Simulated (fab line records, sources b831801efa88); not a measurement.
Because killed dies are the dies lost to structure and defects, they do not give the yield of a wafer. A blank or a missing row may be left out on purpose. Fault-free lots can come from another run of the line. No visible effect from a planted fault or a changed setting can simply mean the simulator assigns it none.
Chamber matching -- flow sfq line -- 4 sister chambers for SFQ_TRILAYER_I7_CMP_CMP_184 on cmp-01
The step polishes SiO2. 15 wafers are shown with their chamber, then 7 later ones without.

== WAFERS, EACH WITH ITS CHAMBER ==
wafer,chamber,motor current A (A),time to endpoint s (s),head pressure psi (psi)
L287.2,3,11.6,233,2.995
L287.4,1,9.3,220,3.008
L287.5,0,12.1,219,2.993
L288.2,1,9.7,214,2.992
L288.3,0,11.5,211,3.000
L288.1,3,11.5,228,3.011
L290.1,1,9.6,223,3.003
L290.4,3,11.2,244,3.004
L290.5,2,11.2,227,2.994
L296.1,0,11.7,223,3.008
L304.2,0,11.7,227,2.999
L304.4,3,11.3,246,2.995
L304.3,2,11.4,213,2.996
L305.4,0,11.7,229,3.006
L305.2,3,11.5,234,3.002

SIGNATURES, as means of the wafers listed above
reading,chamber 0,chamber 1,chamber 2,chamber 3,scatter within a chamber
motor current A,11.740,9.533,11.300,11.420,0.192
time to endpoint s,221.80,219.00,220.00,237.00,7.27
head pressure psi,3.00120,3.00100,2.99500,3.00140,0.00647
Rule: for each reading, subtract the chamber's mean from the wafer's reading, divide by that reading's scatter and square the result; add these up over the readings and take the root, which gives the wafer's distance from the chamber. The wafer belongs to the nearest chamber; if the next one is less than 2 further off, it can't be placed. The scatter: the root of (the sum of the squares of (reading less its chamber's mean) over the shown wafers, divided by (wafers less chambers)).

== WAFERS WITH NO CHAMBER GIVEN ==
wafer,motor current A (A),time to endpoint s (s),head pressure psi (psi)
L305.6,11.6,229,2.992
L307.2,11.0,222,2.995
L307.5,11.6,224,3.007
L307.6,11.1,251,3.008
L309.2,11.7,237,3.000
L309.3,12.7,214,3.000
L309.5,11.6,234,3.008

== WHICH CHAMBER EACH ONE RAN IN ==
wafer,from the rows above,in truth
L305.6,can't be placed: 0 or 2 or 3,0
L307.2,can't be placed: 2 or 3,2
L307.5,can't be placed: 0 or 3 or 2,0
L307.6,3,3
L309.2,can't be placed: 3 or 0 or 2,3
L309.3,0,0
L309.5,can't be placed: 3 or 0 or 2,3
Correctly placed: 2 of 7. Can't be placed from these rows: 5 (the true chamber is among the candidates in 5). Placed wrongly: 0.
